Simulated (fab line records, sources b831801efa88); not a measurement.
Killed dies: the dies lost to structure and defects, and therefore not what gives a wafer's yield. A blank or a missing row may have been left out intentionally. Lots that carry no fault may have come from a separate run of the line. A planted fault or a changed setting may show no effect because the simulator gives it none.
A struck lot beside a sound one    flow sky130    24 steps out of a route of 708
Sound: the wafers L561.1, L561.2, L561.3. Wafers L570.2, L570.3, L570.5 were the ones struck. The cause is given at the end.
Per side, at each step with rows, come the tool, then ch with its chambers, and then its first start. Under that, the readings that differ: sound wafers    struck wafers    difference of the means    sigmas: that difference in standard deviations of wafers without a fault.
alike: readings whose means differ by less than 2 such deviations, and words and numbers that are the same on both sides. not compared: withheld readings, readings that some wafer has no value for, bounds like >300 that may hide the same value, and numbers for which the record gives no deviation and whose values overlap.
A row with sigmas, a row that says differs or no value, or rows on one side alone: a step with any of these is where the two part. Non-overlapping numbers with no deviation appear without sigmas and do not part them. Lack of a reading on every wafer of one side parts them only where that side has two or more wafers.

first, 5 steps without rows for these wafers: SKY_LDD_HVP_COAT_02 (resist thk 300 nm); SKY_LDD_HVP_SOFTBAKE_03 (time 60 s); SKY_LDD_HVP_EXPOSE_04 (exposes mask HVPTM, target cd 700 nm); SKY_LDD_HVP_PEB_05; SKY_LDD_HVP_DEVELOP_06 (develop time 60 s).
SKY_LDD_HVP_OVL_MEAS_07:
  sound on overlay-01 at day 22 01:07; struck on overlay-02 at day 25 13:53
  alike: LDD_HVP_OVL
after that, 1 step had no rows for these wafers: SKY_LDD_HVP_IMPLANT_08.
SKY_LDD_HVP_STRIP_09: strips in O2/N2.
  sound on plasma-asher-02 ch 0,1, day 22 01:17; struck on plasma-asher-02 ch 0,1, day 25 14:04
  alike: drypump-motor-current-A, n2-flow-sccm, oes-product-au, strip-time-to-endpoint-s
  not compared: rf-hours-counter-h
SKY_LDD_HVP_TW_MEAS_10:
  sound on film-metro-01 at day 22 01:23; struck on film-metro-03 at day 25 14:11
  alike: LDD_HVP_TW
then, 3 steps without rows for these wafers: SKY_LDD_LDN_DEHYDRATE_00 (time 60 s); SKY_LDD_LDN_HMDS_01 (prime time 60 s); SKY_LDD_LDN_COAT_02 (resist thk 1154 nm).
SKY_LDD_LDN_SOFTBAKE_03: time 60 s.
  sound on litho-track-03 ch 0, day 22 16:05; struck on litho-track-03 ch 0, day 26 04:19
reading                   sound              struck             difference  sigmas
heater-power-total-W (W)  56.68 56.62 56.56  54.56 54.58 54.55  -2.06       -45
plate-temp-C (C)          90.07 90.03 89.95  87.52 87.51 87.67  -2.45       -22
then, 2 steps without rows for these wafers: SKY_LDD_LDN_EXPOSE_04 (exposes mask LDNTM, target cd 700 nm); SKY_LDD_LDN_PEB_05.
SKY_LDD_LDN_DEVELOP_06: develop time 60 s.
  sound on litho-track-02 ch 0, day 23 06:18; struck on litho-track-02 ch 0, day 26 19:32
reading                                       sound           struck          difference  sigmas
model.NOVOLAK_of_LDD_LDN_COAT_02.thk-nm (nm)  1152 1154 1156  1167 1167 1159  +10         
SKY_LDD_LDN_OVL_MEAS_07:
  sound on overlay-01 at day 23 06:27; struck on overlay-01 at day 26 19:40
  alike: LDD_LDN_OVL
then, 4 steps without rows for these wafers: SKY_LDD_LDN_IMPLANT_08; SKY_LDD_LDN_IMPLANT_09; SKY_LDD_LDN_IMPLANT_10; SKY_LDD_LDN_IMPLANT_11.
SKY_LDD_LDN_STRIP_12: strips in O2/N2.
  sound on plasma-asher-02 ch 0,1, day 23 07:22; struck on plasma-asher-02 ch 0,1, day 26 20:17
reading                       sound              struck             difference  sigmas
strip-time-to-endpoint-s (s)  14.28 14.31 14.32  14.47 14.45 14.38  +0.13       +4
  alike: drypump-motor-current-A, n2-flow-sccm, oes-product-au
  not compared: rf-hours-counter-h
SKY_LDD_LDN_TW_MEAS_13:
  sound on film-metro-01 at day 23 07:28; struck on film-metro-04 at day 26 20:24
  alike: LDD_LDN_TW
-- here the record skips 21 days between the struck wafers' starts before and after, leaving off in module LDD_LDN and picking up in module PAD_OPEN (first step shown: number 708 of the route) --
SKY_PAD_OPEN_PROBE_99:
  sound on prober-01 at day 45 23:40; struck on prober-02 at day 48 07:41
  alike: killed_at_M0_to_M3, killed_at_M4_up, killed-at-contacts, killed-at-front-end, killed-at-other, killed-dies, killed-open, killed-short

WHERE THEY PART
Last at SKY_LDD_LDN_STRIP_12 as far as this record goes, first at SKY_LDD_LDN_SOFTBAKE_03. Later steps at which nothing parts them and some readings are alike: SKY_LDD_LDN_TW_MEAS_13, SKY_PAD_OPEN_PROBE_99.

WHY: the cause the simulator had injected
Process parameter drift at SKY_LDD_LDN_SOFTBAKE_03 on litho-track-03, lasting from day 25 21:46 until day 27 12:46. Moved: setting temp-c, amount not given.
